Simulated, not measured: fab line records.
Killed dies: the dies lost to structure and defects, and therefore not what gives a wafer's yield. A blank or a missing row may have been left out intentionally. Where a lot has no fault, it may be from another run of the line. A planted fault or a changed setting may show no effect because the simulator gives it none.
Which tool did it? ; flow gf180mcu ; 12 lots with 36 wafers sampled at 3 steps, on a route of 602 steps

WHAT THE GAUGES SHOWED, per wafer
GF_TOP_METAL_RS_MEAS_05: uses a four-point probe to measure. Usual: TOP_METAL_ALCU_RS typically reads 0.03268 ohm/sq, with standard deviation 0.0003.
lot;measured;on;TOP_METAL_ALCU_RS (ohm/sq);flag
L721;day 27 20:11;filmMetro-03;0.03235 0.03219 0.03252;
L722;day 27 21:02;filmMetro-03;0.03274 0.03323 0.03253;
L723;day 28 07:58;filmMetro-03;0.03229 0.03269 0.03201;
L724;day 28 12:55;filmMetro-03;0.03291 0.03301 0.03266;
L725;day 28 17:30;filmMetro-01;0.03267 0.0328 0.03264;
L728;day 29 13:49;filmMetro-04;0.03318 0.03309 0.03296;
L731;day 30 17:26;filmMetro-04;0.03229 0.0326 0.03215;
L734;day 31 12:56;filmMetro-04;0.03252 0.03259 0.03252;
L736;day 31 18:29;filmMetro-01;0.03265 0.03302 0.0332;
L737;day 32 00:53;filmMetro-03;0.0326 0.03289 0.03284;
L738;day 32 08:58;filmMetro-04;0.03254 0.03259 0.03268;
L744;day 33 16:06;filmMetro-04;0.03266 0.03237 0.03248;

WHICH TOOL RAN EACH LOT (tool, then ch and the chambers of the sampled wafers, then the start)
lot;GF_POLY_GATE_ETCH_12;GF_TOP_METAL_SPUTTER_00
L721;rieDiel-03 ch 0,2,3, day 9 15:33;pvdSputter-03, day 27 19:55
L722;rieDiel-03 ch 0,2,3, day 9 17:22;pvdSputter-04, day 27 20:49
L723;rieDiel-01 ch 0,1, day 10 02:40;pvdSputter-01, day 28 07:43
L724;rieDiel-03 ch 1,2, day 10 07:43;pvdSputter-03, day 28 12:41
L725;rieDiel-04 ch 0,1,2, day 10 11:45;pvdSputter-01, day 28 17:17
L728;rieDiel-01 ch 0,1,3, day 11 05:54;pvdSputter-03, day 29 13:35
L731;rieDiel-04 ch 1,2,3, day 12 09:46;pvdSputter-01, day 30 17:11
L734;rieDiel-01 ch 0,3, day 13 07:22;pvdSputter-01, day 31 12:43
L736;rieDiel-03 ch 1,2,3, day 13 15:00;pvdSputter-04, day 31 18:14
L737;rieDiel-03 ch 1,2,3, day 13 19:03;pvdSputter-04, day 32 00:40
L738;rieDiel-03 ch 0,1,2, day 14 04:52;pvdSputter-04, day 32 08:44
L744;rieDiel-03 ch 0,2,3, day 16 00:46;pvdSputter-04, day 33 15:53
- GF_POLY_GATE_ETCH_12: etches BARC in N2/H2.
- GF_TOP_METAL_SPUTTER_00: material Ti, target thk 37.5 nm, time 150 s.

AS READ BY THE TOOLS THEMSELVES (means over the sampled wafers that have a number; for cases with no such wafer, the mark the record gives instead)
GF_POLY_GATE_ETCH_12. Usual: drypumpMotorCurrentA 5.7 A, standard deviation 0.52; n2FlowSccm 99.96 sccm, standard deviation 0.29; oesProductAu 0.735 a.u., standard deviation 0.0047; throttleValvePct 13.214 %, standard deviation 0.009.
lot;tool;drypumpMotorCurrentA (A);n2FlowSccm (sccm);oesProductAu (a.u.);throttleValvePct (%);flag
L721;rieDiel-03;5.4;99.94;0.733;13.210;
L722;rieDiel-03;5.4;100.14;0.733;13.223;
L723;rieDiel-01;6.2;100.03;0.738;13.218;
L724;rieDiel-03;5.0;99.68;0.738;13.211;
L725;rieDiel-04;5.8;100.02;0.737;13.217;
L728;rieDiel-01;6.3;100.06;0.733;13.219;
L731;rieDiel-04;6.0;100.03;0.736;13.214;
L734;rieDiel-01;6.2;99.81;0.735;13.214;
L736;rieDiel-03;5.4;100.29;0.742;13.219;
L737;rieDiel-03;5.4;99.72;0.730;13.207;
L738;rieDiel-03;5.2;100.08;0.734;13.220;
L744;rieDiel-03;5.4;99.95;0.737;13.215;

GF_TOP_METAL_SPUTTER_00. Usual: throttleValvePct 30.5 %, standard deviation 0.83.
lot;tool;throttleValvePct (%);flag
L721;pvdSputter-03;30.4;
L722;pvdSputter-04;30.7;
L723;pvdSputter-01;29.7;
L724;pvdSputter-03;31.2;
L725;pvdSputter-01;29.5;
L728;pvdSputter-03;31.0;
L731;pvdSputter-01;29.5;
L734;pvdSputter-01;29.4;
L736;pvdSputter-04;30.8;
L737;pvdSputter-04;31.0;
L738;pvdSputter-04;31.2;
L744;pvdSputter-04;30.8;

THE ANSWER, worked out from the rows above alone
Rule: a lot is off if the mean of its wafers that have a number lies more than 3 standard deviations from the usual mean. A lot without any number at a reading at which 4 lots or more have one is off too. The other lots that the step has rows for count as sound. The gauges are gone through in route order, then the tools' own readings, and for those a lot's mean is taken as printed above. The first step at which some lot is off is used, and at that step the reading that is off furthest; a lot without a number counts as furthest.
No lot is off at any reading shown: from this, nothing can be told.

WHAT THE SIMULATOR HAD INSERTED
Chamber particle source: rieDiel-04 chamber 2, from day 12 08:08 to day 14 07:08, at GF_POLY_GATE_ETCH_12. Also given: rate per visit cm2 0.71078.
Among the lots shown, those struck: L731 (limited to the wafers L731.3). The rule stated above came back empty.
